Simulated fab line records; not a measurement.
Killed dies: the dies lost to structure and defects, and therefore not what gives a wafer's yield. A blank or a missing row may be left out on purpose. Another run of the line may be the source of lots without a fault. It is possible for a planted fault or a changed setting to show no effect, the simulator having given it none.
Chamber matching | flow sky130 | 4 sister chambers for SKY_VIA2_CMP_24 on cmp-01
The step polishes, stops on SiO2, t overpolish 20 s, target thk 0 nm. 8 wafers are shown with their chamber, then 8 later ones without.

== WAFERS WITH THEIR CHAMBER ==
wafer  | chamber | motor current A (A) | time to endpoint s (s)
L405.1 | 0       | 10.9                | 103
L419.1 | 0       | 11.3                | 102
L419.2 | 3       | 13.9                | 106
L419.5 | 1       | 10.9                | 99
L420.1 | 2       | 10.9                | 106
L420.3 | 1       | 11.1                | 99
L420.6 | 2       | 10.6                | 104
L421.1 | 3       | 14.0                | 98

== WAFERS MISSING THEIR CHAMBER ==
wafer  | motor current A (A) | time to endpoint s (s)
L421.3 | 10.6                | 94
L421.4 | 11.3                | 99
L423.4 | 10.9                | 101
L423.5 | 11.1                | 105
L423.6 | 11.8                | 105
L425.3 | 11.0                | 109
L425.5 | 11.3                | 106
L425.6 | 13.9                | 104

== THE CHAMBER EACH PASSED THROUGH ==
wafer  | from the rows above          | in truth
L421.3 | can't be placed: 1 or 2 or 0 | 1
L421.4 | can't be placed: 1 or 0 or 2 | 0
L423.4 | can't be placed: 1 or 0 or 2 | 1
L423.5 | can't be placed: 0 or 2 or 1 | 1
L423.6 | can't be placed: 0 or 1 or 2 | 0
L425.3 | can't be placed: 2 or 0 or 1 | 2
L425.5 | can't be placed: 0 or 1 or 2 | 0
L425.6 | 3                            | 3
Correctly placed: 1 of 8. Unplaceable from these rows: 7, with the true chamber sitting among the candidates in 7. Number placed wrongly: 0.
How it was worked out, from the rows above alone: a wafer's distance from a chamber is the root of the sum, over the readings, of the square of ((its reading less the chamber's mean) divided by the reading's scatter). If the next closest chamber is less than 2 further off than the closest, the wafer can't be placed; otherwise it belongs to the closest. Each chamber's mean is taken over the wafers shown for it. How the scatter is found: for the shown wafers, subtract from each reading the mean of its chamber, square and add these, divide the total by (wafers less chambers), then take the root.
